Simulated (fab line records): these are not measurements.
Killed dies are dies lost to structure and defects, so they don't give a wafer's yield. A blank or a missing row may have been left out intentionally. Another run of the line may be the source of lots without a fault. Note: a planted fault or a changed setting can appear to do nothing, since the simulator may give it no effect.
fab line records    flow gf180mcu
record: lots: 5  wafers: 15  last_day: 34
route steps=602 shown HV_LDD@227 NSD@235 PSD@248
lots that met no fault: taken from a fault-free run of the same line
start_h: hours from the record's opening day to when the first of the lot's shown wafers began    wait_h: hours elapsed since this lot's preceding step    " identical to the entry in the row above    L1.1+2: a row that stands for several wafers    - value missing, or start not given    * or withheld: withheld    < > ~ a bound
route shown NAME@n: NAME is a module with steps in the file, n the number in the route of the first one    usual: mean and standard deviation over wafers with no fault    same: alike in all rows    chamber/n: place in a boat    sites: per-site readings    _std_site: the standard deviation of these    _edge_site: mean of outer sites minus mean of inner sites    radius_mm: how far each site lies from the wafer's centre    mask NAME#n: copy n    behind: tool/chamber where the wafer was last shaped    hold: reason for holding the lot/hours on hold/outcome of the hold    device: which transistor (n, p or np) failed to switch    end of line: the same wafers' tests at the end of the route    a step given without rows: its recipe and nothing more    killed: at the first sort, the dies lost to defects and structure; wafer yield is something else    map: the dies of a wafer, with x for killed, . for not killed, _ for no die there
set.NAME: the run value of the setting; set.NAME@STEP: its run value at that earlier step    model.NAME: the simulator's own value behind a step, which no gauge read
a table for each step, a row for each wafer; lots at some steps of the route
services: from which hour (start_h, from the record's first day; less than 0 if before it) a tool's chamber was out of use, for how many hours, and why
== steps ==
step: GF_HV_LDD_CLEAN_51
recipe: chemistry: SC1/SC2  mix: 1:4:20  temp_c: 70  time_s: 150  dry: n2_spin
step: GF_HV_LDD_RTA_52
recipe: temp_c: 1000  time_s: 10  ambient: N2
usual: lamp_power_pct: 29.9/2.5  wafer_temp_C_max: 1003.4/0.68
lot.wafer  tool           chamber  start_h  wait_h  lamp_power_pct  wafer_temp_C_max
L585.2     rtp_anneal-01  0        307.54   0.0     32.2            1003.4
L585.3     "              0        "        "       32.3            1003.2
L585.4     "              0        "        "       32.3            1003.2
L592.1     rtp_anneal-01  0        358.82   0.0     32.2            1003.4
L592.2     "              0        "        "       32.2            1003.5
L592.4     "              0        "        "       32.3            1003.0
L595.1     rtp_anneal-01  0        388.79   0.0     32.3            1003.0
L595.4     "              0        "        "       32.3            1004.7
L595.5     "              0        "        "       32.3            1002.9
L601.1     rtp_anneal-01  0        432.41   0.0     32.3            1003.2
L601.4     "              0        "        "       32.3            1003.9
L601.6     "              0        "        "       32.2            1002.4
L603.1     rtp_anneal-02  0        450.06   0.0     27.2            1003.1
L603.2     "              0        "        "       27.2            1004.0
L603.5     "              0        "        "       27.2            1003.7
step: GF_HV_LDD_RS_MEAS_53
recipe: thk_meas_gauge: four-point-probe
usual: HV_LDD_RS: 419.2/0.92
lot.wafer  tool           chamber  start_h  wait_h  HV_LDD_RS[ohm/sq]
L585.2     film_metro-01  -        307.61   0.1     420.4
L585.3     "              -        "        "       419.6
L585.4     "              -        "        "       421.5
L592.1     film_metro-04  -        358.89   0.1     418.7
L592.2     "              -        "        "       419.0
L592.4     "              -        "        "       418.9
L595.1     film_metro-04  -        388.86   0.1     419.2
L595.4     "              -        "        "       417.6
L595.5     "              -        "        "       420.8
L601.1     film_metro-02  -        432.47   0.1     420.2
L601.4     "              -        "        "       420.3
L601.6     "              -        "        "       419.1
L603.1     film_metro-01  -        450.19   0.1     420.7
L603.2     "              -        "        "       420.4
L603.5     "              -        "        "       419.1
step: GF_HV_LDD_CVD_54
recipe: material: SiO2  target_thk_nm: 10  precursor: TEOS  temp_c: 680  time_s: 75  pressure_mtorr: 400
step: GF_HV_LDD_THK_MEAS_55
recipe: reads: SiO2_of_HV_LDD_CVD_54
usual: HV_LDD_CVD_54_THK: 10.07/0.18
lot.wafer  tool           chamber  start_h  wait_h  HV_LDD_CVD_54_THK[nm]
L585.2     film_metro-01  -        308.74   0.0     9.91
L585.3     "              -        "        "       9.88
L585.4     "              -        "        "       10.08
L592.1     film_metro-04  -        360.03   0.0     10.10
L592.2     "              -        "        "       10.11
L592.4     "              -        "        "       10.23
L595.1     film_metro-01  -        390.00   0.0     10.18
L595.4     "              -        "        "       10.23
L595.5     "              -        "        "       10.16
L601.1     film_metro-04  -        433.61   0.0     10.08
L601.4     "              -        "        "       10.15
L601.6     "              -        "        "       10.03
L603.1     film_metro-01  -        451.33   0.0     10.04
L603.2     "              -        "        "       10.09
L603.5     "              -        "        "       10.07
step: GF_HV_LDD_CVD_56
recipe: material: Si3N4  precursor: DCS/NH3  target_thk_nm: 90  temp_c: 770  time_s: 1543  pressure_mtorr: 250
step: GF_HV_LDD_THK_MEAS_57
recipe: reads: Si3N4_of_HV_LDD_CVD_56
usual: HV_LDD_CVD_56_THK: 90.1/0.75
lot.wafer  tool           chamber  start_h  wait_h  HV_LDD_CVD_56_THK[nm]
L585.2     film_metro-02  -        310.40   0.0     90.1
L585.3     "              -        "        "       89.9
L585.4     "              -        "        "       90.1
L592.1     film_metro-01  -        361.52   0.0     91.7
L592.2     "              -        "        "       91.3
L592.4     "              -        "        "       91.9
L595.1     film_metro-02  -        391.49   0.0     90.0
L595.4     "              -        "        "       89.5
L595.5     "              -        "        "       89.7
L601.1     film_metro-04  -        435.12   0.0     90.9
L601.4     "              -        "        "       90.7
L601.6     "              -        "        "       90.6
L603.1     film_metro-04  -        453.53   0.0     91.0
L603.2     "              -        "        "       90.3
L603.5     "              -        "        "       89.9
step: GF_HV_LDD_ETCHBACK_58
recipe: chemistry: CH3F/O2  target: Si3N4  stop_on: SiO2  source_w: 400  bias_w: 80  pressure_mtorr: 25  ch3f_flow_sccm: 40  O2_flow_sccm: 30  time_s: 100  target_depth_a: 900
usual: ch3f_flow_sccm: 40.00/0.12  drypump_motor_current_A: 5.9/0.45  oes_product_au: 0.843/0.0058  throttle_valve_pct: 10.560/0.0095
lot.wafer  tool         chamber  start_h  wait_h  ch3f_flow_sccm  drypump_motor_current_A  oes_product_au  rf_hours_counter_h  throttle_valve_pct
L585.2     rie_diel-02  0        310.45   0.0     40.00           5.7                      0.844           4                   10.553
L585.3     "            3        "        "       39.87           5.7                      0.843           55                  10.573
L585.4     "            2        "        "       40.06           6.1                      0.842           -                   10.571
L592.1     rie_diel-03  0        361.58   0.1     39.93           6.1                      0.851           61                  10.550
L592.2     "            2        "        "       39.82           5.4                      0.848           89                  10.578
L592.4     "            1        "        "       39.71           6.5                      0.848           36                  10.571
L595.1     rie_diel-03  0        391.55   0.1     39.94           6.1                      0.838           61                  10.573
L595.4     "            1        "        "       40.07           6.6                      0.843           37                  10.565
L595.5     "            2        "        "       39.87           5.5                      0.847           -                   10.553
L601.1     rie_diel-02  1        435.18   0.1     39.85           5.9                      0.850           3                   10.563
L601.4     "            0        "        "       40.02           5.7                      0.844           7                   10.542
L601.6     "            1        "        "       39.86           5.9                      0.853           -                   10.569
L603.1     rie_diel-03  1        453.59   0.1     39.76           6.6                      0.849           38                  10.572
L603.2     "            3        "        "       40.04           5.3                      0.846           88                  10.574
L603.5     "            2        "        "       40.16           5.5                      0.848           -                   10.555
step: GF_NSD_DEHYDRATE_00
recipe: temp_c: 200  time_s: 60
step: GF_NSD_HMDS_01
recipe: prime_time_s: 60  prime_temp_c: 120
step: GF_NSD_COAT_02
recipe: resist: NOVOLAK  spin_rpm: 3000  resist_thk_nm: 1016
step: GF_NSD_SOFTBAKE_03
recipe: temp_c: 90  time_s: 60  resist: NOVOLAK
step: GF_NSD_EXPOSE_04
recipe: mask_id: Nplus  target_cd_nm: 400  na: 0.6  source_shape: conventional  sigma_outer: 0.6  dose_mj: 140
usual: reticle_temp_C: 23.01/0.1
lot.wafer  tool              chamber  start_h  wait_h  mask             reticle_temp_C
L585.2     iline_stepper-01  0        321.13   -       Nplus#0          23.27
L585.3     "                 0        "        "       Nplus#0          23.16
L585.4     "                 0        "        "       Nplus#0          22.99
L592.1     iline_stepper-02  0        372.39   -       Pplus_HV_AREA#0  23.06
L592.2     "                 0        "        "       Pplus_HV_AREA#0  23.06
L592.4     "                 0        "        "       Pplus_HV_AREA#0  23.14
L595.1     iline_stepper-02  0        403.26   -       Nplus#0          23.05
L595.4     "                 0        "        "       Nplus#0          22.84
L595.5     "                 0        "        "       Nplus#0          23.05
L601.1     iline_stepper-02  0        447.68   -       Nplus#0          22.91
L601.4     "                 0        "        "       Nplus#0          22.91
L601.6     "                 0        "        "       Nplus#0          22.93
L603.1     iline_stepper-02  0        466.11   -       Nplus#0          22.91
L603.2     "                 0        "        "       Nplus#0          23.00
L603.5     "                 0        "        "       Nplus#0          22.84
step: GF_NSD_PEB_05
recipe: temp_c: withheld  time_s: *  resist: NOVOLAK
step: GF_NSD_DEVELOP_06
recipe: develop_time_s: 60  dev_temp_c: 23
step: GF_NSD_CD_MEAS_07
recipe: target_cd_nm: 400
usual: cd_nm: 399.5/2.5
lot.wafer  tool       chamber  start_h  wait_h  cd_nm
L585.2     cd_sem-02  -        330.59   0.1     397.5
L585.3     "          -        "        "       397.9
L585.4     "          -        "        "       396.9
L592.1     cd_sem-02  -        383.06   0.1     -
L592.2     "          -        "        "       -
L592.4     "          -        "        "       -
L595.1     cd_sem-01  -        414.83   0.1     400.7
L595.4     "          -        "        "       401.4
L595.5     "          -        "        "       402.5
L601.1     cd_sem-01  -        459.32   0.1     397.6
L601.4     "          -        "        "       397.4
L601.6     "          -        "        "       400.8
L603.1     cd_sem-02  -        478.23   0.1     398.2
L603.2     "          -        "        "       399.7
L603.5     "          -        "        "       399.4
step: GF_NSD_OVL_MEAS_08
usual: NSD_OVL: -0.3/1.4
lot.wafer  tool        chamber  start_h  wait_h  NSD_OVL[nm]
L585.2     overlay-01  -        330.70   0.1     0.8
L585.3     "           -        "        "       0.4
L585.4     "           -        "        "       0.8
L592.1     overlay-02  -        383.18   0.1     -
L592.2     "           -        "        "       -
L592.4     "           -        "        "       -
L595.1     overlay-01  -        414.95   0.1     1.2
L595.4     "           -        "        "       2.2
L595.5     "           -        "        "       0.7
L601.1     overlay-02  -        459.44   0.1     1.4
L601.4     "           -        "        "       -1.2
L601.6     "           -        "        "       0.0
L603.1     overlay-02  -        478.35   0.1     -0.6
L603.2     "           -        "        "       1.4
L603.5     "           -        "        "       -1.1
step: GF_NSD_IMPLANT_09
recipe: species: As  energy_kev: 61.48  dose_cm2: 4e+15  tilt_deg: 7
step: GF_NSD_IMPLANT_10
recipe: species: P  energy_kev: 40  dose_cm2: 5e+14  tilt_deg: 7
step: GF_NSD_STRIP_11
recipe: chemistry: O2/N2  power_w: 1400  pressure_mtorr: 1500  platen_temp_c: 250  o2_flow_sccm: 3000  n2_flow_sccm: 300  overash_fraction: 0.5
usual: drypump_motor_current_A: 5.5/0.38  heater_power_w: 366/31  oes_product_au: 0.487/0.0048  strip_time_to_endpoint_s: 23.34/0.035
lot.wafer  tool             chamber  start_h  wait_h  drypump_motor_current_A  heater_power_w  oes_product_au  rf_hours_counter_h  strip_time_to_endpoint_s
L585.2     plasma_asher-03  1        331.03   0.1     6.0                      364             0.487           23                  23.37
L585.3     "                1        "        "       6.0                      361             0.497           -                   23.32
L585.4     "                0        "        "       5.1                      398             0.481           -                   23.36
L592.1     plasma_asher-02  0        383.51   0.1     6.1                      345             0.479           78                  23.33
L592.2     "                1        "        "       5.6                      364             0.483           78                  23.30
L592.4     "                0        "        "       6.0                      338             0.494           -                   23.31
L595.1     plasma_asher-03  0        415.29   0.1     5.1                      396             0.482           32                  23.32
L595.4     "                1        "        "       5.9                      351             0.489           -                   23.35
L595.5     "                1        "        "       5.9                      351             0.488           -                   23.34
L601.1     plasma_asher-03  1        459.78   0.1     6.0                      363             0.493           37                  23.38
L601.4     "                0        "        "       5.1                      397             0.488           -                   23.40
L601.6     "                0        "        "       5.1                      396             0.496           -                   23.35
L603.1     plasma_asher-02  1        478.69   0.1     5.6                      414             0.483           5                   23.37
L603.2     "                0        "        "       6.0                      342             0.482           5                   23.31
L603.5     "                0        "        "       6.0                      341             0.483           -                   23.35
step: GF_NSD_TW_MEAS_12
usual: NSD_TW: 4251/32
lot.wafer  tool           chamber  start_h  wait_h  NSD_TW
L585.2     film_metro-04  -        331.14   0.1     4230
L585.3     "              -        "        "       4242
L585.4     "              -        "        "       4247
L592.1     film_metro-04  -        383.61   0.1     29
L592.2     "              -        "        "       29
L592.4     "              -        "        "       29
L595.1     film_metro-03  -        415.39   0.1     4257
L595.4     "              -        "        "       4253
L595.5     "              -        "        "       4249
L601.1     film_metro-01  -        459.88   0.1     4308
L601.4     "              -        "        "       4281
L601.6     "              -        "        "       4291
L603.1     film_metro-03  -        478.79   0.1     4272
L603.2     "              -        "        "       4254
L603.5     "              -        "        "       4266
step: GF_PSD_DEHYDRATE_00
recipe: temp_c: 200  time_s: 60
== services ==
tool              chamber  start_h  hours  kind
iline_stepper-01  -        305.27   1.7    pm
rie_diel-02       1        306.11   -      clean
rie_diel-02       1        306.11   13.8   scheduled_down
rie_diel-02       1        306.11   13.8   vent_cycle
rie_diel-02       2        347.47   9.3    repair
rie_diel-02       2        356.75   -      clean
rie_diel-02       2        356.75   20.1   scheduled_down
rie_diel-02       2        356.75   20.1   vent_cycle
plasma_asher-02   -        381.75   0.5    repair
rie_diel-02       3        382.94   6.7    repair
rie_diel-02       0        383.43   3.0    repair
rtp_anneal-02     -        400.19   7.3    pm
plasma_asher-02   -        421.25   9.0    pm
plasma_asher-02   0        421.25   9.0    vent_cycle
plasma_asher-02   1        421.25   9.0    vent_cycle
plasma_asher-02   0        430.25   -      clean
plasma_asher-02   1        430.25   -      clean
rie_diel-03       -        433.73   6.6    repair
iline_stepper-01  -        444.46   8.9    pm
rie_diel-02       -        455.52   2.7    repair
rtp_anneal-01     -        465.64   0.8    pm
== key ==
first_sign: step: GF_NSD_EXPOSE_04  reading: mask  direction: changed
effect: step: GF_NSD_CD_MEAS_07  reading: cd_nm  direction: missing
effect: step: GF_NSD_OVL_MEAS_08  reading: NSD_OVL  direction: missing
effect: step: GF_NSD_TW_MEAS_12  reading: NSD_TW  direction: down  sigmas: 99+  usual: 4251  struck: 29
met_at GF_NSD_EXPOSE_04
struck_wafers L592.1,L592.2,L592.4
sort_left_out L592.1,L592.2,L592.4
tester_left_out L592
fault: kind: wrong_mask  tool: any  chamber: -  onset_h: 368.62  steps: GF_NSD_EXPOSE_04  aux_copy: Pplus_HV_AREA#0  scope: struck_lots_only
tester_left_out: of these lots the tester's yield and bins aren't shown, on N5 and GAA mostly nor the transistor test; their killed dies are dies lost to structure and defects alone, not to doping, threshold or leakage, so they don't give the yield
sort_left_out: the simulated sort isn't trusted on such a fault, so these wafers' sort isn't shown, and their yield isn't known
